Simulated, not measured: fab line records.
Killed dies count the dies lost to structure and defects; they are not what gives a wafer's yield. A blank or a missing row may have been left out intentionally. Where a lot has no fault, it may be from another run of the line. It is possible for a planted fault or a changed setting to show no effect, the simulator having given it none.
Tool commonality check ; flow sky130 ; 10 lots, 36 wafers sampled

== WHAT PROMPTED THE OPENING ==
2 of 10 lots carry a flag on the reading POLY_GATE_TW at SKY_RES_PROTECT_TW_MEAS_08. Fault-free wafers read 4086, with a standard deviation of 34.
Rule: flag the lot when none of its wafers has a number, or when each of its wafers that has one lies beyond 4 standard deviations from that mean. The rest of the lots are taken to be sound.

lot;measured;on;POLY_GATE_TW, wafer by wafer;flag
L948;day 15 01:38;film_metro-04;4108 4124 4112;
L949;day 15 04:08;film_metro-02;4124 4087 4089;
L953;day 16 17:50;film_metro-03;4055 4053 4061;
L955;day 17 07:47;film_metro-02;4113 4114 4131;
L960;day 19 07:40;film_metro-04;4081 4070 4095;
L963;day 20 19:27;film_metro-04;4111 4128 4123;
L964;day 20 19:50;film_metro-03;3747 3722 3737 3741 3737 3747;FLAGGED
L965;day 21 07:08;film_metro-02;3775 3743 3758 3762 3764 3779;FLAGGED
L966;day 21 07:23;film_metro-03;4052 4014 4052;
L971;day 23 03:55;film_metro-04;4129 4125 4126;
Average over the flagged lots: 3751; offset from the usual -335, equal to -10 standard deviations.

== TOOL THAT RAN EACH LOT ==
3 process steps preceding the reading are held in the record, out of 708 steps in the route. In each cell: the tool, then ch and the chambers that the sampled wafers went through, then the start.
lot;flag;SKY_SONOS_ONO_STRIP_17;SKY_POLY_GATE_IMPLANT_02;SKY_RES_PROTECT_STRIP_07
L948;;plasma_asher-02 ch 0, day 12 14:35;implanter-03 ch 0, day 15 01:23;plasma_asher-03 ch 0,1, day 15 01:32
L949;;plasma_asher-02 ch 1, day 12 16:20;implanter-02 ch 0, day 15 03:51;plasma_asher-03 ch 0,1, day 15 03:59
L953;;plasma_asher-02 ch 0, day 14 06:25;implanter-03 ch 0, day 16 17:35;plasma_asher-03 ch 0,1, day 16 17:43
L955;;plasma_asher-01 ch 0,1, day 14 18:49;implanter-02 ch 0, day 17 07:32;plasma_asher-01 ch 0,1, day 17 07:41
L960;;plasma_asher-04 ch 0,1, day 16 15:23;implanter-03 ch 0, day 19 07:26;plasma_asher-03 ch 0,1, day 19 07:34
L963;;plasma_asher-04 ch 0,1, day 17 23:21;implanter-02 ch 0, day 20 19:11;plasma_asher-03 ch 0,1, day 20 19:21
L964;FLAGGED;plasma_asher-01 ch 0,1, day 17 23:41;implanter-03 ch 0, day 20 19:37;plasma_asher-04 ch 0,1, day 20 19:46
L965;FLAGGED;plasma_asher-02 ch 0,1, day 18 04:08;implanter-03 ch 0, day 21 06:52;plasma_asher-04 ch 0,1, day 21 07:01
L966;;plasma_asher-04 ch 0,1, day 18 11:26;implanter-04 ch 0, day 21 07:09;plasma_asher-04 ch 0,1, day 21 07:16
L971;;plasma_asher-02 ch 1, day 20 09:26;implanter-02 ch 0, day 23 03:41;plasma_asher-04 ch 0,1, day 23 03:49
What the steps here do:
- SKY_SONOS_ONO_STRIP_17: strips in O2/N2.
- SKY_POLY_GATE_IMPLANT_02
- SKY_RES_PROTECT_STRIP_07: strips in O2/N2.
- SKY_RES_PROTECT_TW_MEAS_08

== FLAGGED OVER TOTAL, TOOL BY TOOL (the gauges that took the reading come last) ==
step;tool;lots run;flagged;share of the flagged lots;sound lots run after its first flagged lot
SKY_SONOS_ONO_STRIP_17;plasma_asher-01;2;1;some;0
SKY_SONOS_ONO_STRIP_17;plasma_asher-02;5;1;some;1 (L971)
SKY_SONOS_ONO_STRIP_17;plasma_asher-04;3;0;none;-
SKY_POLY_GATE_IMPLANT_02;implanter-02;4;0;none;-
SKY_POLY_GATE_IMPLANT_02;implanter-03;5;2;all;0
SKY_POLY_GATE_IMPLANT_02;implanter-04;1;0;none;-
SKY_RES_PROTECT_STRIP_07;plasma_asher-01;1;0;none;-
SKY_RES_PROTECT_STRIP_07;plasma_asher-03;5;0;none;-
SKY_RES_PROTECT_STRIP_07;plasma_asher-04;4;2;all;2 (L966,L971)
SKY_RES_PROTECT_TW_MEAS_08;film_metro-02;3;1;some;0
SKY_RES_PROTECT_TW_MEAS_08;film_metro-03;3;1;some;1 (L966)
SKY_RES_PROTECT_TW_MEAS_08;film_metro-04;4;0;none;-

== THE TABLE: WHAT IT ALLOWS ==
Every flagged lot went through 2 rows of the table: implanter-03 at SKY_POLY_GATE_IMPLANT_02 and plasma_asher-04 at SKY_RES_PROTECT_STRIP_07.
- implanter-03 at SKY_POLY_GATE_IMPLANT_02: 2 of its 5 lots flagged. A fault beginning between L960 (day 19 07:26), its last sound lot, and L964 (day 20 19:37), its first flagged one, fits the data. Its own readings (beam_on_s, dose_ions_cm2) fall more than 4 standard deviations out on all wafers of the flagged lots.
- plasma_asher-04 at SKY_RES_PROTECT_STRIP_07: 2 of its 4 lots flagged. After the first flagged lot (L966, L971), sound lots still ran on it; a lasting fault on the whole tool would not permit that. Its own readings (oes_product_au, strip_time_to_endpoint_s) fall more than 4 standard deviations out on all wafers of the flagged lots.
Just one tool remains: implanter-03 at SKY_POLY_GATE_IMPLANT_02.

== WHAT WAS PUT IN BY THE SIMULATOR ==
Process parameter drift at SKY_POLY_GATE_IMPLANT_02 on implanter-03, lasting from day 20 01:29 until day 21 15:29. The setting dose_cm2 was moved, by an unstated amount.
Shown lots that were struck: L964, L965. The rule above reached the same finding.
